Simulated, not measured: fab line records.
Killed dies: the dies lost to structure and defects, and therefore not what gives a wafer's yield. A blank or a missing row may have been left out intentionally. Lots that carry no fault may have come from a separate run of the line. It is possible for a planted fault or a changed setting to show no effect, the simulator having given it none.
Which tool was responsible?	flow sky130	12 lots, 36 wafers sampled, at 6 steps of a route of 708

## WHAT THE GAUGES READ, wafer by wafer
SKY_LDD_HVP_OVL_MEAS_07. Usual: LDD_HVP_OVL 0.4 nm, standard deviation 1.3.
lot	measured	on	LDD_HVP_OVL (nm)	flag
L157	day 21 17:39	overlay-02	2.6 1.7 1.1	
L158	day 22 01:10	overlay-01	1.6 0.7 1.8	
L159	day 22 15:52	overlay-02	0.3 1.4 0.1	
L160	day 22 16:10	overlay-01	1.0 1.2 0.6	
L164	day 24 15:02	overlay-02	0.6 0.8 0.2	
L165	day 24 22:54	overlay-02	0.8 2.5 2.4	
L166	day 25 06:16	overlay-02	1.4 2.2 0.3	
L167	day 25 13:37	overlay-02	-0.9 0.1 0.9	
L168	day 26 04:07	overlay-02	-1.8 -0.6 -0.2	
L175	day 28 10:16	overlay-01	-2.3 -2.4 -1.3	
L179	day 29 04:47	overlay-02	1.2 -0.4 -0.2	
L178	day 29 05:40	overlay-01	-0.8 -0.2 -0.7	

SKY_LDD_LDN_OVL_MEAS_07. Usual: LDD_LDN_OVL 0.5 nm, standard deviation 1.5.
lot	measured	on	LDD_LDN_OVL (nm)	flag
L157	day 23 00:39	overlay-01	-0.8 -1.8 -1.9	
L158	day 23 08:04	overlay-02	-1.1 -1.4 -0.2	
L159	day 23 22:00	overlay-01	0.8 1.2 0.8	
L160	day 23 22:31	overlay-02	1.9 2.8 2.1	
L164	day 25 20:20	overlay-01	-1.9 1.9 1.3	
L165	day 26 04:16	overlay-01	1.1 -0.7 -0.6	
L166	day 26 11:16	overlay-01	1.9 0.9 2.5	
L167	day 26 18:52	overlay-01	-1.3 -0.2 -3.5	
L168	day 27 09:24	overlay-02	-0.3 0.6 0.7	
L175	day 29 15:10	overlay-02	2.9 0.9 1.5	
L179	day 30 08:52	overlay-02	2.1 1.1 2.1	
L178	day 30 09:28	overlay-01	1.6 0.8 -0.1	

SKY_SPACER_THK_MEAS_01. Usual: SPACER_CVD_00_THK 43.0 nm, standard deviation 0.46.
lot	measured	on	SPACER_CVD_00_THK (nm)	flag
L157	day 23 02:43	film_metro-04	43.2 42.9 43.0	
L158	day 23 10:08	film_metro-03	43.9 43.7 43.2	
L159	day 24 01:18	film_metro-01	43.4 43.5 43.7	
L160	day 24 01:18	film_metro-03	43.7 43.6 43.8	
L164	day 25 22:50	film_metro-03	42.7 42.7 42.4	
L165	day 26 06:19	film_metro-04	43.0 43.0 43.1	
L166	day 26 13:47	film_metro-04	43.2 42.9 43.1	
L167	day 26 21:41	film_metro-03	42.7 42.8 42.9	
L168	day 27 11:28	film_metro-03	42.5 42.5 42.7	
L175	day 29 17:31	film_metro-04	43.5 43.4 43.3	
L179	day 30 10:55	film_metro-03	42.0 42.2 41.8	
L178	day 30 12:07	film_metro-04	43.2 43.0 43.0	

SKY_SD_N_RS_MEAS_17: the measuring method here is four-point-probe. Usual: SD_P_RS 147.1 ohm/sq, standard deviation 0.33.
lot	measured	on	SD_P_RS (ohm/sq)	flag
L157	day 28 00:35	film_metro-01	147.1 146.9 148.1	
L158	day 28 06:15	film_metro-02	147.2 147.6 147.3	
L159	day 28 23:07	film_metro-03	147.1 146.9 146.6	
L160	day 28 22:35	film_metro-01	146.9 147.4 147.4	
L164	day 30 16:19	film_metro-03	147.6 147.2 146.9	
L165	day 31 01:29	film_metro-02	147.0 147.3 147.5	
L166	day 31 07:44	film_metro-01	147.5 147.3 147.3	
L167	day 31 14:36	film_metro-03	148.5 148.0 146.3	
L168	day 32 03:55	film_metro-02	147.2 148.7 147.7	
L175	day 34 08:43	film_metro-02	146.9 146.9 146.9	
L179	day 35 00:31	film_metro-02	147.2 147.1 146.4	
L178	day 35 00:39	film_metro-01	147.5 146.8 147.7	

## WHAT TOOL EACH LOT RAN ON (gives the tool, then ch and the chambers of the sampled wafers, and finally the start)
lot	SKY_SD_P_IMPLANT_09	SKY_SD_P_STRIP_10
L157	implanter-01 ch 0, day 25 13:59	plasma_asher-04 ch 0,1, day 25 14:08
L158	implanter-03 ch 0, day 25 20:53	plasma_asher-03 ch 0, day 25 21:01
L159	implanter-02 ch 0, day 26 12:50	plasma_asher-04 ch 0,1, day 26 12:59
L160	implanter-02 ch 0, day 26 12:31	plasma_asher-03 ch 0,1, day 26 12:40
L164	implanter-03 ch 0, day 28 07:52	plasma_asher-01 ch 0,1, day 28 08:00
L165	implanter-03 ch 0, day 28 16:37	plasma_asher-04 ch 0,1, day 28 16:46
L166	implanter-02 ch 0, day 28 23:34	plasma_asher-03 ch 0,1, day 28 23:43
L167	implanter-03 ch 0, day 29 06:37	plasma_asher-01 ch 0,1, day 29 06:44
L168	implanter-03 ch 0, day 29 19:59	plasma_asher-03 ch 0,1, day 29 20:08
L175	implanter-02 ch 0, day 32 01:46	plasma_asher-03 ch 0,1, day 32 01:55
L179	implanter-01 ch 0, day 32 17:50	plasma_asher-01 ch 0,1, day 32 17:58
L178	implanter-03 ch 0, day 32 19:15	plasma_asher-03 ch 0,1, day 32 19:23
- SKY_SD_P_IMPLANT_09
- SKY_SD_P_STRIP_10: strips in O2/N2.

## AS READ BY THE TOOLS THEMSELVES (means over the sampled wafers that have a number; for cases with no such wafer, the mark the record gives instead)
SKY_SD_P_STRIP_10. Usual: drypump_motor_current_A 5.7 A, standard deviation 0.49; oes_product_au 0.618 a.u., standard deviation 0.0043; strip_time_to_endpoint_s 17.49 s, standard deviation 0.037.
lot	tool	drypump_motor_current_A (A)	oes_product_au (a.u.)	strip_time_to_endpoint_s (s)	flag
L157	plasma_asher-04	5.8	0.618	17.48	
L158	plasma_asher-03	6.1	0.616	17.51	
L159	plasma_asher-04	5.9	0.617	17.49	
L160	plasma_asher-03	6.2	0.618	17.43	
L164	plasma_asher-01	5.3	0.620	17.48	
L165	plasma_asher-04	5.7	0.621	17.46	
L166	plasma_asher-03	6.2	0.614	17.50	
L167	plasma_asher-01	5.3	0.622	17.38	
L168	plasma_asher-03	6.2	0.620	17.43	
L175	plasma_asher-03	6.2	0.616	17.51	
L179	plasma_asher-01	5.3	0.616	17.54	
L178	plasma_asher-03	6.3	0.618	17.47	

## THE ANSWER, worked out from the rows above alone
Rule: take the mean of a lot's wafers that have a number; if it is more than 3 standard deviations from the usual mean, the lot is off. Also off: a lot with no number at a reading for which 4 or more lots have one. All remaining lots with rows at the step are treated as sound. Order of review: gauges by route order, followed by the tools' own readings, for which a lot's mean as printed above is used. At the first step where some lot is off, the reading lying furthest off is the one used; lots without a number count as furthest.
No lot is off on any of the readings shown, so nothing can be concluded from this.

## WHAT HAD BEEN PUT IN BY THE SIMULATOR
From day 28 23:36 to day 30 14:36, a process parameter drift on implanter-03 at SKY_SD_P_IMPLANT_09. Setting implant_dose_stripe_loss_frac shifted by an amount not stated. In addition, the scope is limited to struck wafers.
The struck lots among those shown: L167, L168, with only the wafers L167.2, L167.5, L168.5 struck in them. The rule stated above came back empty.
